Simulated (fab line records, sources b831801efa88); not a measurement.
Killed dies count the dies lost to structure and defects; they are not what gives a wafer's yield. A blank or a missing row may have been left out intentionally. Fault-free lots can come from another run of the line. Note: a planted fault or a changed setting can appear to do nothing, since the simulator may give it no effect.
Chamber matching    flow sky130    cmp-01 running SKY_VIA1_CMP_02: 4 sister chambers
The step polishes SiO2. 4 wafers are shown with their chamber, then 12 later ones without.

EACH WAFER AND ITS CHAMBER
wafer   chamber  motor current A (A)
L086.1  2        12.0
L088.6  3        14.4
L090.1  0        12.1
L090.5  1        11.3

WAFERS WITHOUT THEIR CHAMBER
wafer   motor current A (A)
L089.2  11.6
L089.4  13.0
L089.6  12.5
L093.1  14.5
L093.3  12.5
L093.4  12.4
L094.3  12.1
L094.4  14.9
L094.6  11.5
L097.3  12.1
L097.5  14.5
L097.6  12.3

EACH ONE'S CHAMBER
wafer   from the rows above           in truth
L089.2  can't be placed: 1 or 2 or 0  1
L089.4  can't be placed: 0 or 2 or 3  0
L089.6  can't be placed: 0 or 2       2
L093.1  3                             3
L093.3  can't be placed: 0 or 2       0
L093.4  can't be placed: 0 or 2       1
L094.3  can't be placed: 0 or 2       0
L094.4  3                             3
L094.6  can't be placed: 1 or 2 or 0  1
L097.3  can't be placed: 0 or 2       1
L097.5  3                             3
L097.6  can't be placed: 0 or 2       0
Placed correctly: 3 of 12. Cannot be placed on the basis of these rows: 9; the candidates contain the true chamber in 7. Placed wrongly: 0.
How it was worked out, from the rows above alone: a wafer's distance from a chamber is the root of the sum, over the readings, of the square of ((its reading less the chamber's mean) divided by the reading's scatter). If the next closest chamber is less than 2 further off than the closest, the wafer can't be placed; otherwise it belongs to the closest. Each chamber's mean is taken over the wafers shown for it. The scatter (one wafer shown for each chamber): square how far every hidden wafer sits from the nearest shown wafer, average those squares and take the square root.
